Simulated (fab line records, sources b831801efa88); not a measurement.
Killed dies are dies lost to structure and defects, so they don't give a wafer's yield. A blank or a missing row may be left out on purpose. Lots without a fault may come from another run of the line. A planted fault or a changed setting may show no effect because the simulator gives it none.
fab line records | flow gf180mcu
record lots=14 wafers=42 last_day=34
route steps=602 shown HV_LDD@185 PSD@255
lots that met no fault: from a run of the same line without faults
start_h: hours from the record's first day to the start of the lot's first wafer shown | wait_h: hours since the lot's step before | " the same as in the row above | L1.1+2: a row that stands for several wafers | - no value, or no start given | * or withheld: withheld | < > ~ a bound
route shown NAME@n: a module of which the file shows steps, and the number in the route of the first | usual: mean/standard deviation of fault-free wafers | same: alike in all rows | chamber/n: place in a boat | sites: the reading at each site | _std_site: their standard deviation | _edge_site: outer sites' mean less inner sites' | radius_mm: how far each site lies from the wafer's centre | mask NAME#n: copy n | behind: the tool/chamber that last shaped the wafer | hold: why the lot was held/for how many hours/how that ended | device: the transistor (n, p or np) that didn't switch | end of line: the same wafers' tests at the end of the route | a step without rows: its recipe alone | killed: dies lost to structure and defects at the first sort, not the wafer's yield | map: a wafer's dies, x killed, . not, _ none there
set.NAME: the setting as run; set.NAME@STEP: as run at that earlier step | model.NAME: the simulator's own value behind a step, which no gauge read
steps of the route over a sample of lots; a table a step, a row a wafer
services: from which hour (start_h, from the record's first day; less than 0 if before it) a tool's chamber was out of use, for how many hours, and why
## steps
# step GF_HV_LDD_IMPLANT_09
# recipe species=As energy_kev=40 dose_cm2=1e+14 tilt_deg=7
# usual beam_energy_keV=39.997/0.013 dose_ions_cm2=1e+14/1.1e+11
# columns lot.wafer tool chamber start_h wait_h beam_energy_keV dose_ions_cm2
L304.1 implanter-03 0 218.06 0.0 40.013 9.998e+13
L304.2 " 0 " " 39.987 1.002e+14
L304.6 " 0 " " 39.984 9.999e+13
L306.3 implanter-01 0 231.36 0.1 40.024 1.0001e+14
L306.5 " 0 " " 40.025 1.0013e+14
L306.6 " 0 " " 40.027 1.0002e+14
L307.1 implanter-03 0 240.64 0.0 39.990 1.0003e+14
L307.2 " 0 " " 40.002 9.996e+13
L307.3 " 0 " " 40.016 1.0006e+14
L308.1 implanter-03 0 247.36 0.0 39.992 9.993e+13
L308.3 " 0 " " 39.994 1.0008e+14
L308.5 " 0 " " 39.977 9.993e+13
L309.2 implanter-01 0 249.34 0.0 40.001 1.0006e+14
L309.4 " 0 " " 39.996 1.0004e+14
L309.6 " 0 " " 40.009 9.99e+13
L310.1 implanter-04 0 258.76 0.0 39.994 1.0006e+14
L310.2 " 0 " " 40.020 1.0005e+14
L310.3 " 0 " " 40.015 1.0003e+14
L312.1 implanter-03 0 272.66 0.0 39.990 9.992e+13
L312.3 " 0 " " 39.988 9.993e+13
L312.5 " 0 " " 39.990 9.992e+13
L313.2 implanter-03 0 280.44 0.0 40.010 9.998e+13
L313.3 " 0 " " 39.991 9.992e+13
L313.4 " 0 " " 40.019 1.0012e+14
L314.3 implanter-01 0 293.26 0.1 39.983 1.0018e+14
L314.5 " 0 " " 39.970 9.999e+13
L314.6 " 0 " " 39.999 1.0003e+14
L315.1 implanter-04 0 297.56 0.0 40.003 1.0004e+14
L315.4 " 0 " " 39.991 9.989e+13
L315.6 " 0 " " 39.981 1.0007e+14
L316.2 implanter-01 0 305.86 0.0 39.989 1.0002e+14
L316.4 " 0 " " 39.997 1.0008e+14
L316.5 " 0 " " 39.981 1.001e+14
L323.2 implanter-01 0 367.78 0.0 39.995 9.722e+13
L323.3 " 0 " " 39.998 9.729e+13
L323.6 " 0 " " 39.979 9.734e+13
L324.3 implanter-04 0 372.34 0.1 40.001 9.993e+13
L324.4 " 0 " " 40.008 9.992e+13
L324.6 " 0 " " 39.998 9.997e+13
L325.1 implanter-01 0 378.26 0.0 40.012 9.756e+13
L325.2 " 0 " " 40.007 9.738e+13
L325.3 " 0 " " 40.026 9.729e+13
# step GF_HV_LDD_TW_MEAS_23
# usual HV_LDD_2_TW=1054/4.9
# columns lot.wafer tool chamber start_h wait_h HV_LDD_2_TW
L304.1 film_metro-01 - 236.96 0.1 1054
L304.2 " - " " 1054
L304.6 " - " " 1059
L306.3 film_metro-03 - 249.88 0.1 1054
L306.5 " - " " 1050
L306.6 " - " " 1052
L307.1 film_metro-01 - 260.06 0.1 1048
L307.2 " - " " 1053
L307.3 " - " " 1056
L308.1 film_metro-03 - 266.49 0.1 1062
L308.3 " - " " 1055
L308.5 " - " " 1048
L309.2 film_metro-03 - 268.70 0.1 1053
L309.4 " - " " 1059
L309.6 " - " " 1053
L310.1 film_metro-02 - 279.13 0.1 1054
L310.2 " - " " 1057
L310.3 " - " " 1053
L312.1 film_metro-02 - 292.54 0.1 1049
L312.3 " - " " 1050
L312.5 " - " " 1054
L313.2 film_metro-01 - 300.97 0.1 1054
L313.3 " - " " 1057
L313.4 " - " " 1056
L314.3 film_metro-02 - 314.08 0.1 1053
L314.5 " - " " 1049
L314.6 " - " " 1052
L315.1 film_metro-01 - 318.36 0.1 1059
L315.4 " - " " 1059
L315.6 " - " " 1064
L316.2 film_metro-02 - 327.42 0.1 1052
L316.4 " - " " 1055
L316.5 " - " " 1051
L323.2 film_metro-02 - 390.75 0.1 1060
L323.3 " - " " 1060
L323.6 " - " " 1059
L324.3 film_metro-03 - 395.31 0.1 1053
L324.4 " - " " 1056
L324.6 " - " " 1057
L325.1 film_metro-01 - 401.74 0.1 1060
L325.2 " - " " 1061
L325.3 " - " " 1063
# step GF_HV_LDD_RS_MEAS_53
# recipe thk_meas_gauge=four-point-probe
# usual HV_LDD_RS=418.0/0.82
# columns lot.wafer tool chamber start_h wait_h HV_LDD_RS[ohm/sq]
L304.1 film_metro-02 - 275.99 0.1 418.2
L304.2 " - " " 418.6
L304.6 " - " " 418.8
L306.3 film_metro-01 - 289.95 0.1 418.7
L306.5 " - " " 418.9
L306.6 " - " " 418.8
L307.1 film_metro-03 - 300.98 0.1 418.0
L307.2 " - " " 417.9
L307.3 " - " " 418.2
L308.1 film_metro-01 - 306.56 0.1 418.7
L308.3 " - " " 418.7
L308.5 " - " " 417.8
L309.2 film_metro-02 - 310.11 0.1 417.0
L309.4 " - " " 417.4
L309.6 " - " " 416.6
L310.1 film_metro-01 - 319.94 0.1 418.0
L310.2 " - " " 418.0
L310.3 " - " " 417.8
L312.1 film_metro-01 - 335.12 0.1 417.8
L312.3 " - " " 417.7
L312.5 " - " " 417.5
L313.2 film_metro-02 - 343.33 0.1 416.5
L313.3 " - " " 416.9
L313.4 " - " " 417.3
L314.3 film_metro-03 - 358.05 0.1 417.6
L314.5 " - " " 417.7
L314.6 " - " " 419.2
L315.1 film_metro-01 - 362.34 0.1 418.5
L315.4 " - " " 419.0
L315.6 " - " " 417.9
L316.2 film_metro-01 - 371.73 0.1 417.5
L316.4 " - " " 417.8
L316.5 " - " " 418.6
L323.2 film_metro-01 - 439.73 0.1 423.8
L323.3 " - " " 422.7
L323.6 " - " " 423.0
L324.3 film_metro-01 - 443.28 0.1 419.5
L324.4 " - " " 419.2
L324.6 " - " " 419.0
L325.1 film_metro-02 - 451.16 0.1 423.7
L325.2 " - " " 423.0
L325.3 " - " " 422.2
# step GF_PSD_CD_MEAS_07
# recipe target_cd_nm=400
# usual cd_nm=399.1/1.9
# columns lot.wafer tool chamber start_h wait_h cd_nm
L304.1 cd_sem-01 - 319.65 0.1 400.9
L304.2 " - " " 404.3
L304.6 " - " " 401.5
L306.3 cd_sem-02 - 334.47 0.1 399.6
L306.5 " - " " 400.3
L306.6 " - " " 399.8
L307.1 cd_sem-01 - 347.91 0.1 398.2
L307.2 " - " " 397.1
L307.3 " - " " 397.8
L308.1 cd_sem-01 - 351.68 0.1 401.7
L308.3 " - " " 398.4
L308.5 " - " " 399.6
L309.2 cd_sem-02 - 355.78 0.1 401.0
L309.4 " - " " 402.3
L309.6 " - " " 399.9
L310.1 cd_sem-02 - 365.81 0.1 398.8
L310.2 " - " " 399.5
L310.3 " - " " 398.0
L312.1 cd_sem-01 - 380.73 0.1 399.5
L312.3 " - " " 400.0
L312.5 " - " " 398.2
L313.2 cd_sem-02 - 390.93 0.1 396.5
L313.3 " - " " 395.7
L313.4 " - " " 396.4
L314.3 cd_sem-02 - 406.17 0.1 401.2
L314.5 " - " " 399.1
L314.6 " - " " 398.6
L315.1 cd_sem-02 - 410.45 0.1 401.4
L315.4 " - " " 401.0
L315.6 " - " " 399.6
L316.2 cd_sem-01 - 420.70 0.1 401.5
L316.4 " - " " 400.4
L316.5 " - " " 399.5
L323.2 cd_sem-02 - 491.55 0.1 397.1
L323.3 " - " " 397.1
L323.6 " - " " 397.5
L324.3 cd_sem-02 - 494.19 0.1 397.4
L324.4 " - " " 400.0
L324.6 " - " " 398.8
L325.1 cd_sem-02 - 501.95 0.1 399.3
L325.2 " - " " 398.5
L325.3 " - " " 399.0
# step GF_PSD_RTA_13
# recipe temp_c=1025 time_s=20 ambient=N2
# usual lamp_power_pct=33.7/1.1 wafer_temp_C_max=1029.0/0.8
# columns lot.wafer tool chamber start_h wait_h lamp_power_pct wafer_temp_C_max
L304.1 rtp_anneal-01 0 320.17 0.0 32.9 1027.8
L304.2 " 0 " " 32.9 1028.3
L304.6 " 0 " " 32.9 1029.3
L306.3 rtp_anneal-02 0 334.98 0.0 35.3 1029.6
L306.5 " 0 " " 35.3 1028.3
L306.6 " 0 " " 35.3 1028.7
L307.1 rtp_anneal-02 0 348.42 0.0 35.3 1028.6
L307.2 " 0 " " 35.3 1028.4
L307.3 " 0 " " 35.3 1027.5
L308.1 rtp_anneal-02 0 352.24 0.0 35.3 1029.6
L308.3 " 0 " " 35.3 1028.8
L308.5 " 0 " " 35.4 1029.0
L309.2 rtp_anneal-01 0 356.29 0.0 32.9 1028.5
L309.4 " 0 " " 33.0 1030.2
L309.6 " 0 " " 32.9 1030.6
L310.1 rtp_anneal-01 0 366.32 0.0 32.9 1029.8
L310.2 " 0 " " 32.9 1028.5
L310.3 " 0 " " 33.0 1028.4
L312.1 rtp_anneal-02 0 381.25 0.0 35.3 1029.7
L312.3 " 0 " " 35.4 1027.4
L312.5 " 0 " " 35.4 1028.0
L313.2 rtp_anneal-01 0 391.44 0.0 32.9 1029.7
L313.3 " 0 " " 33.0 1028.5
L313.4 " 0 " " 33.0 1029.7
L314.3 rtp_anneal-01 0 406.68 0.0 32.9 1028.0
L314.5 " 0 " " 33.0 1030.1
L314.6 " 0 " " 32.9 1029.4
L315.1 rtp_anneal-01 0 411.02 0.0 32.9 1029.7
L315.4 " 0 " " 32.9 1029.2
L315.6 " 0 " " 33.0 1029.0
L316.2 rtp_anneal-01 0 421.21 0.0 33.0 1027.9
L316.4 " 0 " " 32.9 1028.0
L316.5 " 0 " " 32.9 1028.8
L323.2 rtp_anneal-01 0 492.06 0.0 33.0 1028.9
L323.3 " 0 " " 32.9 1028.8
L323.6 " 0 " " 33.0 1029.5
L324.3 rtp_anneal-02 0 494.69 0.0 35.3 1028.9
L324.4 " 0 " " 35.3 1029.7
L324.6 " 0 " " 35.3 1029.1
L325.1 rtp_anneal-01 0 502.47 0.0 33.0 1028.0
L325.2 " 0 " " 33.0 1028.2
L325.3 " 0 " " 32.9 1028.3
## services
# columns tool chamber start_h hours kind
implanter-04 - 334.11 7.5 repair
implanter-04 - 341.59 4.0 pm
implanter-01 - 351.80 3.0 repair
implanter-03 - 379.06 0.8 repair
implanter-04 - 402.83 3.0 pm
rtp_anneal-02 - 410.63 4.0 pm
implanter-03 - 443.39 5.2 pm
implanter-03 - 456.10 3.0 repair
implanter-04 - 501.56 3.5 repair
## key
first_sign step=GF_HV_LDD_IMPLANT_09 reading=dose_ions_cm2 direction=down sigmas=24 usual=1e+14 struck=9.735e+13
effect step=GF_HV_LDD_RS_MEAS_53 reading=HV_LDD_RS direction=up sigmas=6.2 usual=418.0 struck=423.1
met_at GF_HV_LDD_IMPLANT_09
struck_lots L323,L325
tester_left_out L323,L325
not_acting_at GF_HV_LDD_TW_MEAS_23,GF_PSD_CD_MEAS_07,GF_PSD_RTA_13
onset_between 305.86 367.78
fault kind=process_parameter_drift tool=implanter-01 chamber=- onset_h=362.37 steps=GF_HV_LDD_IMPLANT_09 channel=dose_cm2 offset=-2.5795e+12 shape=step end_h=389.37 acts_in=these_recipes_only stated=1e+14
# tester_left_out: of these lots the tester's yield and bins aren't shown, on N5 and GAA mostly nor the transistor test; their killed dies are dies lost to structure and defects alone, not to doping, threshold or leakage, so they don't give the yield
